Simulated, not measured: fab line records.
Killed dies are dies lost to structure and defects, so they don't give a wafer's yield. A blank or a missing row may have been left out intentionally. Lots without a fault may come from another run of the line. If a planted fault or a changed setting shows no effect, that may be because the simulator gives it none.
Which of the tools did it? || flow sky130 || 36 wafers from 12 lots sampled at 4 of the route's 708 steps

== WHAT EACH GAUGE READ, for each wafer ==
SKY_FIELD_ISO_THK_MEAS_04. Usual: for FIELD_ISO_CVD_03_THK the level is 164.3 nm and the standard deviation is 1.
{"lot": "L312", "measured": "day 1 17:19", "on": "filmMetro-01", "FIELD_ISO_CVD_03_THK (nm)": "165.2 163.5 163.9", "flag": ""}
{"lot": "L313", "measured": "day 1 22:43", "on": "filmMetro-01", "FIELD_ISO_CVD_03_THK (nm)": "162.8 162.9 163.3", "flag": ""}
{"lot": "L315", "measured": "day 2 07:41", "on": "filmMetro-01", "FIELD_ISO_CVD_03_THK (nm)": "163.8 164.2 163.3", "flag": ""}
{"lot": "L316", "measured": "day 2 11:35", "on": "filmMetro-03", "FIELD_ISO_CVD_03_THK (nm)": "164.8 164.4 165.6", "flag": ""}
{"lot": "L318", "measured": "day 2 21:11", "on": "filmMetro-03", "FIELD_ISO_CVD_03_THK (nm)": "165.0 165.5 166.4", "flag": ""}
{"lot": "L322", "measured": "day 3 16:28", "on": "filmMetro-03", "FIELD_ISO_CVD_03_THK (nm)": "164.9 165.8 166.3", "flag": ""}
{"lot": "L323", "measured": "day 3 20:30", "on": "filmMetro-04", "FIELD_ISO_CVD_03_THK (nm)": "164.2 164.4 162.8", "flag": ""}
{"lot": "L328", "measured": "day 5 00:34", "on": "filmMetro-01", "FIELD_ISO_CVD_03_THK (nm)": "164.7 165.1 166.1", "flag": ""}
{"lot": "L329", "measured": "day 5 05:58", "on": "filmMetro-04", "FIELD_ISO_CVD_03_THK (nm)": "165.9 167.1 166.7", "flag": ""}
{"lot": "L330", "measured": "day 5 07:46", "on": "filmMetro-04", "FIELD_ISO_CVD_03_THK (nm)": "164.0 163.3 163.0", "flag": ""}
{"lot": "L334", "measured": "day 6 06:14", "on": "filmMetro-01", "FIELD_ISO_CVD_03_THK (nm)": "164.2 163.1 164.4", "flag": ""}
{"lot": "L335", "measured": "day 6 10:26", "on": "filmMetro-01", "FIELD_ISO_CVD_03_THK (nm)": "164.3 164.6 163.6", "flag": ""}

SKY_VT_ADJUST_LVTN_TW_MEAS_10. Usual: for VT_ADJUST_LVTN_TW the level is 242.0 and the standard deviation is 1.1.
{"lot": "L312", "measured": "day 6 22:33", "on": "filmMetro-01", "VT_ADJUST_LVTN_TW": "241.9 241.5 241.7", "flag": ""}
{"lot": "L313", "measured": "day 7 05:33", "on": "filmMetro-01", "VT_ADJUST_LVTN_TW": "242.6 241.8 243.5", "flag": ""}
{"lot": "L315", "measured": "day 7 14:04", "on": "filmMetro-03", "VT_ADJUST_LVTN_TW": "242.3 241.4 240.7", "flag": ""}
{"lot": "L316", "measured": "day 7 19:52", "on": "filmMetro-01", "VT_ADJUST_LVTN_TW": "244.0 240.9 243.4", "flag": ""}
{"lot": "L318", "measured": "day 8 09:08", "on": "filmMetro-03", "VT_ADJUST_LVTN_TW": "243.6 242.5 243.2", "flag": ""}
{"lot": "L322", "measured": "day 9 19:24", "on": "filmMetro-01", "VT_ADJUST_LVTN_TW": "216.7 215.6 216.1", "flag": "OFF"}
{"lot": "L323", "measured": "day 9 22:16", "on": "filmMetro-03", "VT_ADJUST_LVTN_TW": "214.4 215.4 216.6", "flag": "OFF"}
{"lot": "L328", "measured": "day 11 14:46", "on": "filmMetro-02", "VT_ADJUST_LVTN_TW": "241.8 242.2 243.1", "flag": ""}
{"lot": "L329", "measured": "day 11 16:37", "on": "filmMetro-03", "VT_ADJUST_LVTN_TW": "240.5 241.8 242.1", "flag": ""}
{"lot": "L330", "measured": "day 11 18:10", "on": "filmMetro-02", "VT_ADJUST_LVTN_TW": "240.7 242.4 243.2", "flag": ""}
{"lot": "L334", "measured": "day 12 20:30", "on": "filmMetro-01", "VT_ADJUST_LVTN_TW": "243.3 243.0 243.2", "flag": ""}
{"lot": "L335", "measured": "day 13 02:21", "on": "filmMetro-02", "VT_ADJUST_LVTN_TW": "242.7 243.0 242.6", "flag": ""}

SKY_VT_ADJUST_LVTN_OVL_MEAS_18. Usual: for VT_ADJUST_LVTN_01_OVL the level is -0.6 nm and the standard deviation is 1.5.
{"lot": "L312", "measured": "day 7 18:22", "on": "overlay-01", "VT_ADJUST_LVTN_01_OVL (nm)": "-1.9 1.0 0.8", "flag": ""}
{"lot": "L313", "measured": "day 8 00:34", "on": "overlay-02", "VT_ADJUST_LVTN_01_OVL (nm)": "-4.1 -2.3 -2.8", "flag": ""}
{"lot": "L315", "measured": "day 8 10:07", "on": "overlay-01", "VT_ADJUST_LVTN_01_OVL (nm)": "0.1 0.2 -0.6", "flag": ""}
{"lot": "L316", "measured": "day 8 16:25", "on": "overlay-02", "VT_ADJUST_LVTN_01_OVL (nm)": "0.7 -1.0 0.2", "flag": ""}
{"lot": "L318", "measured": "day 9 06:22", "on": "overlay-02", "VT_ADJUST_LVTN_01_OVL (nm)": "-1.1 1.2 0.7", "flag": ""}
{"lot": "L322", "measured": "day 10 18:02", "on": "overlay-01", "VT_ADJUST_LVTN_01_OVL (nm)": "1.3 0.1 -1.5", "flag": ""}
{"lot": "L323", "measured": "day 10 20:10", "on": "overlay-02", "VT_ADJUST_LVTN_01_OVL (nm)": "0.1 -0.3 0.0", "flag": ""}
{"lot": "L328", "measured": "day 12 13:29", "on": "overlay-01", "VT_ADJUST_LVTN_01_OVL (nm)": "1.3 1.5 0.8", "flag": ""}
{"lot": "L329", "measured": "day 12 15:37", "on": "overlay-01", "VT_ADJUST_LVTN_01_OVL (nm)": "0.8 -0.6 -1.1", "flag": ""}
{"lot": "L330", "measured": "day 12 17:07", "on": "overlay-01", "VT_ADJUST_LVTN_01_OVL (nm)": "-1.2 -0.4 0.1", "flag": ""}
{"lot": "L334", "measured": "day 13 14:47", "on": "overlay-02", "VT_ADJUST_LVTN_01_OVL (nm)": "0.6 0.2 1.0", "flag": ""}
{"lot": "L335", "measured": "day 13 19:40", "on": "overlay-02", "VT_ADJUST_LVTN_01_OVL (nm)": "-3.4 -2.6 -4.9", "flag": ""}

== EACH LOT AND THE TOOL THAT RAN IT (in order: tool; ch and the chambers of the sampled wafers; start) ==
{"lot": "L312", "SKY_VT_ADJUST_LVTN_IMPLANT_08": "implanter-04 ch 0, day 6 22:18"}
{"lot": "L313", "SKY_VT_ADJUST_LVTN_IMPLANT_08": "implanter-03 ch 0, day 7 05:18"}
{"lot": "L315", "SKY_VT_ADJUST_LVTN_IMPLANT_08": "implanter-01 ch 0, day 7 13:51"}
{"lot": "L316", "SKY_VT_ADJUST_LVTN_IMPLANT_08": "implanter-01 ch 0, day 7 19:37"}
{"lot": "L318", "SKY_VT_ADJUST_LVTN_IMPLANT_08": "implanter-03 ch 0, day 8 08:55"}
{"lot": "L322", "SKY_VT_ADJUST_LVTN_IMPLANT_08": "implanter-03 ch 0, day 9 19:09"}
{"lot": "L323", "SKY_VT_ADJUST_LVTN_IMPLANT_08": "implanter-03 ch 0, day 9 22:03"}
{"lot": "L328", "SKY_VT_ADJUST_LVTN_IMPLANT_08": "implanter-01 ch 0, day 11 14:32"}
{"lot": "L329", "SKY_VT_ADJUST_LVTN_IMPLANT_08": "implanter-04 ch 0, day 11 16:23"}
{"lot": "L330", "SKY_VT_ADJUST_LVTN_IMPLANT_08": "implanter-01 ch 0, day 11 17:56"}
{"lot": "L334", "SKY_VT_ADJUST_LVTN_IMPLANT_08": "implanter-01 ch 0, day 12 20:15"}
{"lot": "L335", "SKY_VT_ADJUST_LVTN_IMPLANT_08": "implanter-04 ch 0, day 13 02:06"}
- SKY_VT_ADJUST_LVTN_IMPLANT_08

== AS READ BY THE TOOLS THEMSELVES (means over the sampled wafers that have a number; for cases with no such wafer, the mark the record gives instead) ==
SKY_VT_ADJUST_LVTN_IMPLANT_08. Usual: doseIonsCm2 1.5697e+12, standard deviation 1.9e+09; faradayCurrentUA 8.87, standard deviation 0.16.
{"lot": "L312", "tool": "implanter-04", "doseIonsCm2": 1.5711e+12, "faradayCurrentUA": 8.69, "flag": ""}
{"lot": "L313", "tool": "implanter-03", "doseIonsCm2": 1.5695e+12, "faradayCurrentUA": 8.84, "flag": ""}
{"lot": "L315", "tool": "implanter-01", "doseIonsCm2": 1.5721e+12, "faradayCurrentUA": 8.79, "flag": ""}
{"lot": "L316", "tool": "implanter-01", "doseIonsCm2": 1.5689e+12, "faradayCurrentUA": 8.88, "flag": ""}
{"lot": "L318", "tool": "implanter-03", "doseIonsCm2": 1.5709e+12, "faradayCurrentUA": 8.77, "flag": ""}
{"lot": "L322", "tool": "implanter-03", "doseIonsCm2": 1.0496e+12, "faradayCurrentUA": 5.98, "flag": "OFF"}
{"lot": "L323", "tool": "implanter-03", "doseIonsCm2": 1.0490e+12, "faradayCurrentUA": 5.92, "flag": "OFF"}
{"lot": "L328", "tool": "implanter-01", "doseIonsCm2": 1.5709e+12, "faradayCurrentUA": 8.91, "flag": ""}
{"lot": "L329", "tool": "implanter-04", "doseIonsCm2": 1.5683e+12, "faradayCurrentUA": 8.78, "flag": ""}
{"lot": "L330", "tool": "implanter-01", "doseIonsCm2": 1.5680e+12, "faradayCurrentUA": 8.82, "flag": ""}
{"lot": "L334", "tool": "implanter-01", "doseIonsCm2": 1.5692e+12, "faradayCurrentUA": 8.86, "flag": ""}
{"lot": "L335", "tool": "implanter-04", "doseIonsCm2": 1.5695e+12, "faradayCurrentUA": 8.85, "flag": ""}

== THE ANSWER, worked out from the rows above alone ==
Rule: a lot is off if the mean of its wafers that have a number lies more than 3 standard deviations from the usual mean. A lot without any number at a reading at which 4 lots or more have one is off too. Where the step has rows for the other lots, those lots are counted as sound. First the gauges in route order, then the tools' own readings, where a lot's mean is used as printed above. The first step at which some lot is off is used, and at that step the reading that is off furthest; a lot without a number counts as furthest.
Off: L322, L323, at SKY_VT_ADJUST_LVTN_TW_MEAS_10 (VT_ADJUST_LVTN_TW).
A tool fits if, at a process step before that reading, it ran every lot that is off, and no sound lot after the first of them. Not tried: the gauges at SKY_VT_ADJUST_LVTN_TW_MEAS_10; whatever is off there is also off at SKY_VT_ADJUST_LVTN_IMPLANT_08, on other tools, and gauge error can't account for it. One candidate fits, namely implanter-03 at SKY_VT_ADJUST_LVTN_IMPLANT_08. A fault onset in the window from L318 (day 8 08:55, its last sound lot) to L322 (day 9 19:09, its first lot off) fits.
The tool's own readings at SKY_VT_ADJUST_LVTN_IMPLANT_08 bear it out: on the lots that are off they differ by more than 5 times the standard deviation of the sound lots' means. doseIonsCm2 reads 1.0493e+12 there against 1.5698e+12 on the sound lots; faradayCurrentUA reads 5.95 there against 8.82 on the sound lots.

== WHAT THE SIMULATOR HAD INSERTED ==
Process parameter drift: implanter-03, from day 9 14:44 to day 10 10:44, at SKY_VT_ADJUST_LVTN_IMPLANT_08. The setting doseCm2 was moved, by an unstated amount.
Struck lots among those shown: L322, L323. The rule above found the same.
